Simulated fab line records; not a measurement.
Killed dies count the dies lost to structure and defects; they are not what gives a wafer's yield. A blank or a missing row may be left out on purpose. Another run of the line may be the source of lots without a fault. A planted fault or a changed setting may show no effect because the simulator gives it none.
What tool caused it? :: flow gf180mcu :: Sampling: 13 lots, 39 wafers, 3 of 602 route steps

== WHAT THE GAUGES READ, wafer by wafer ==
GF_POLY_GATE_THK_MEAS_01.
lot: L739
measured: day 9 07:49
on: film-metro-04
POLY_GATE_CVD_00_THK (nm): 199.6 199.3 200.5

lot: L740
measured: day 9 09:13
on: film-metro-04
POLY_GATE_CVD_00_THK (nm): 196.0 195.7 197.3

lot: L741
measured: day 9 17:52
on: film-metro-04
POLY_GATE_CVD_00_THK (nm): 200.6 200.4 201.5

lot: L742
measured: day 9 20:08
on: film-metro-04
POLY_GATE_CVD_00_THK (nm): 199.4 199.5 198.9

lot: L743
measured: day 9 23:07
on: film-metro-04
POLY_GATE_CVD_00_THK (nm): 197.8 196.8 198.8

lot: L747
measured: day 10 21:20
on: film-metro-04
POLY_GATE_CVD_00_THK (nm): 203.8 202.3 202.7

lot: L746
measured: day 11 01:07
on: film-metro-04
POLY_GATE_CVD_00_THK (nm): 199.5 200.0 198.4

lot: L753
measured: day 12 08:47
on: film-metro-04
POLY_GATE_CVD_00_THK (nm): 200.1 200.3 201.1

lot: L755
measured: day 13 04:01
on: film-metro-02
POLY_GATE_CVD_00_THK (nm): 198.8 200.5 200.9

lot: L759
measured: day 14 05:46
on: film-metro-04
POLY_GATE_CVD_00_THK (nm): 200.6 201.3 200.5

lot: L760
measured: day 14 10:55
on: film-metro-02
POLY_GATE_CVD_00_THK (nm): 199.3 198.7 199.8

lot: L761
measured: day 14 15:40
on: film-metro-02
POLY_GATE_CVD_00_THK (nm): 201.1 200.5 201.3

lot: L762
measured: day 14 22:25
on: film-metro-02
POLY_GATE_CVD_00_THK (nm): 201.7 200.2 199.2

GF_POLY_GATE_THK_MEAS_17.
lot: L739
measured: day 10 03:06
on: film-metro-04
POLY_GATE_OXIDATION_THK (nm): 3.97 3.97 3.88

lot: L740
measured: day 10 04:22
on: film-metro-04
POLY_GATE_OXIDATION_THK (nm): 3.95 3.98 4.02

lot: L741
measured: day 10 12:56
on: film-metro-02
POLY_GATE_OXIDATION_THK (nm): 3.86 3.92 3.85

lot: L742
measured: day 10 14:37
on: film-metro-03
POLY_GATE_OXIDATION_THK (nm): 3.92 3.98 3.92

lot: L743
measured: day 10 18:36
on: film-metro-02
POLY_GATE_OXIDATION_THK (nm): 4.01 3.99 4.03

lot: L747
measured: day 11 17:40
on: film-metro-02
POLY_GATE_OXIDATION_THK (nm): 3.96 3.93 4.02

lot: L746
measured: day 11 21:16
on: film-metro-04
POLY_GATE_OXIDATION_THK (nm): 3.99 4.07 3.97

lot: L753
measured: day 13 08:48
on: film-metro-04
POLY_GATE_OXIDATION_THK (nm): 4.01 4.05 3.96

lot: L755
measured: day 14 00:25
on: film-metro-03
POLY_GATE_OXIDATION_THK (nm): 4.06 4.11 4.08

lot: L759
measured: day 15 04:41
on: film-metro-02
POLY_GATE_OXIDATION_THK (nm): 3.89 4.06 4.02

lot: L760
measured: day 15 09:23
on: film-metro-02
POLY_GATE_OXIDATION_THK (nm): 4.10 4.03 4.07

lot: L761
measured: day 15 14:25
on: film-metro-03
POLY_GATE_OXIDATION_THK (nm): 4.06 4.02 4.03

lot: L762
measured: day 15 21:47
on: film-metro-02
POLY_GATE_OXIDATION_THK (nm): 3.95 4.01 4.01

== WHICH TOOL RAN EACH LOT (tool, then ch and the chambers of the sampled wafers, then the start) ==
lot: L739
GF_POLY_GATE_ETCH_12: rie-diel-04 ch 0,1, day 10 00:48

lot: L740
GF_POLY_GATE_ETCH_12: rie-diel-03 ch 0,1,3, day 10 02:24

lot: L741
GF_POLY_GATE_ETCH_12: rie-diel-04 ch 0,1,2, day 10 11:06

lot: L742
GF_POLY_GATE_ETCH_12: rie-diel-03 ch 1,2,3, day 10 13:07

lot: L743
GF_POLY_GATE_ETCH_12: rie-diel-03 ch 1,3, day 10 17:05

lot: L747
GF_POLY_GATE_ETCH_12: rie-diel-04 ch 1,3, day 11 15:18

lot: L746
GF_POLY_GATE_ETCH_12: rie-diel-03 ch 1,2,3, day 11 19:44

lot: L753
GF_POLY_GATE_ETCH_12: rie-diel-04 ch 0,1, day 13 04:12

lot: L755
GF_POLY_GATE_ETCH_12: rie-diel-02 ch 1,2,3, day 13 22:54

lot: L759
GF_POLY_GATE_ETCH_12: rie-diel-02 ch 0,1,3, day 15 03:02

lot: L760
GF_POLY_GATE_ETCH_12: rie-diel-04 ch 0,2,3, day 15 07:52

lot: L761
GF_POLY_GATE_ETCH_12: rie-diel-03 ch 0,1, day 15 12:53

lot: L762
GF_POLY_GATE_ETCH_12: rie-diel-02 ch 0,1,3, day 15 20:17
- GF_POLY_GATE_ETCH_12: etches BARC in N2/H2.

== WHAT THE TOOLS THEMSELVES READ (means of the sampled wafers that have a number; where no wafer has one, the mark that the record gives instead) ==
GF_POLY_GATE_ETCH_12.
lot: L739
tool: rie-diel-04
drypump-motor-current-A (A): 5.6
h2-flow-sccm (sccm): 199.7
n2-flow-sccm (sccm): 100.06
oes-product-au (a.u.): 0.739
rf-fwd-power-W (W): 497.1
throttle-valve-pct (%): 13.210

lot: L740
tool: rie-diel-03
drypump-motor-current-A (A): 5.5
h2-flow-sccm (sccm): 200.6
n2-flow-sccm (sccm): 99.75
oes-product-au (a.u.): 0.732
rf-fwd-power-W (W): 497.8
throttle-valve-pct (%): 13.217

lot: L741
tool: rie-diel-04
drypump-motor-current-A (A): 5.4
h2-flow-sccm (sccm): 199.9
n2-flow-sccm (sccm): 99.72
oes-product-au (a.u.): 0.733
rf-fwd-power-W (W): 496.5
throttle-valve-pct (%): 13.208

lot: L742
tool: rie-diel-03
drypump-motor-current-A (A): 5.3
h2-flow-sccm (sccm): 199.9
n2-flow-sccm (sccm): 100.09
oes-product-au (a.u.): 0.738
rf-fwd-power-W (W): 497.0
throttle-valve-pct (%): 13.210

lot: L743
tool: rie-diel-03
drypump-motor-current-A (A): 5.2
h2-flow-sccm (sccm): 200.2
n2-flow-sccm (sccm): 100.02
oes-product-au (a.u.): 0.735
rf-fwd-power-W (W): 495.3
throttle-valve-pct (%): 13.210

lot: L747
tool: rie-diel-04
drypump-motor-current-A (A): 5.5
h2-flow-sccm (sccm): 199.5
n2-flow-sccm (sccm): 100.12
oes-product-au (a.u.): 0.733
rf-fwd-power-W (W): 498.3
throttle-valve-pct (%): 13.217

lot: L746
tool: rie-diel-03
drypump-motor-current-A (A): 5.3
h2-flow-sccm (sccm): 200.5
n2-flow-sccm (sccm): 100.28
oes-product-au (a.u.): 0.737
rf-fwd-power-W (W): 470.0
throttle-valve-pct (%): 13.217

lot: L753
tool: rie-diel-04
drypump-motor-current-A (A): 5.4
h2-flow-sccm (sccm): 200.2
n2-flow-sccm (sccm): 100.08
oes-product-au (a.u.): 0.733
rf-fwd-power-W (W): 495.0
throttle-valve-pct (%): 13.212

lot: L755
tool: rie-diel-02
drypump-motor-current-A (A): 5.3
h2-flow-sccm (sccm): 200.1
n2-flow-sccm (sccm): 99.67
oes-product-au (a.u.): 0.733
rf-fwd-power-W (W): 495.6
throttle-valve-pct (%): 13.223

lot: L759
tool: rie-diel-02
drypump-motor-current-A (A): 5.5
h2-flow-sccm (sccm): 200.1
n2-flow-sccm (sccm): 100.00
oes-product-au (a.u.): 0.734
rf-fwd-power-W (W): 496.1
throttle-valve-pct (%): 13.215

lot: L760
tool: rie-diel-04
drypump-motor-current-A (A): 5.5
h2-flow-sccm (sccm): 200.6
n2-flow-sccm (sccm): 100.25
oes-product-au (a.u.): 0.736
rf-fwd-power-W (W): 495.2
throttle-valve-pct (%): 13.226

lot: L761
tool: rie-diel-03
drypump-motor-current-A (A): 5.6
h2-flow-sccm (sccm): 199.9
n2-flow-sccm (sccm): 100.11
oes-product-au (a.u.): 0.733
rf-fwd-power-W (W): 497.6
throttle-valve-pct (%): 13.208

lot: L762
tool: rie-diel-02
drypump-motor-current-A (A): 5.6
h2-flow-sccm (sccm): 200.2
n2-flow-sccm (sccm): 100.10
oes-product-au (a.u.): 0.737
rf-fwd-power-W (W): 493.8
throttle-valve-pct (%): 13.223

== THE ANSWER, worked out from the rows above alone ==
Rule: what is usual is taken from the lots themselves. The widest of any qualifying gaps counts: lots, ordered by their means at a reading, are off when they make up no more than a third of the lots, leave a main group of 4 or more, and stand apart from it by 3 or more times the standard deviation of that group's means. A main group whose means are all the same, to the digits that the tables above print for the reading, isn't used. Also off: a lot with no number at a reading for which 4 or more lots have one. The other lots that the step has rows for count as sound. The gauges are gone through in route order, then the tools' own readings, and for those a lot's mean is taken as printed above. The first step at which some lot is off is used, and at that step the reading that is off furthest; a lot without a number counts as furthest.
Off: L746 (GF_POLY_GATE_ETCH_12, rf-fwd-power-W). For the main group the mean is 496.3 W and the standard deviation 1.3.
If a tool, at that step or one of the process steps before it, ran each lot that is off and ran no sound lot following the first of them, it fits. Of those tried, none fits.

== WHAT THE SIMULATOR HAD PUT IN ==
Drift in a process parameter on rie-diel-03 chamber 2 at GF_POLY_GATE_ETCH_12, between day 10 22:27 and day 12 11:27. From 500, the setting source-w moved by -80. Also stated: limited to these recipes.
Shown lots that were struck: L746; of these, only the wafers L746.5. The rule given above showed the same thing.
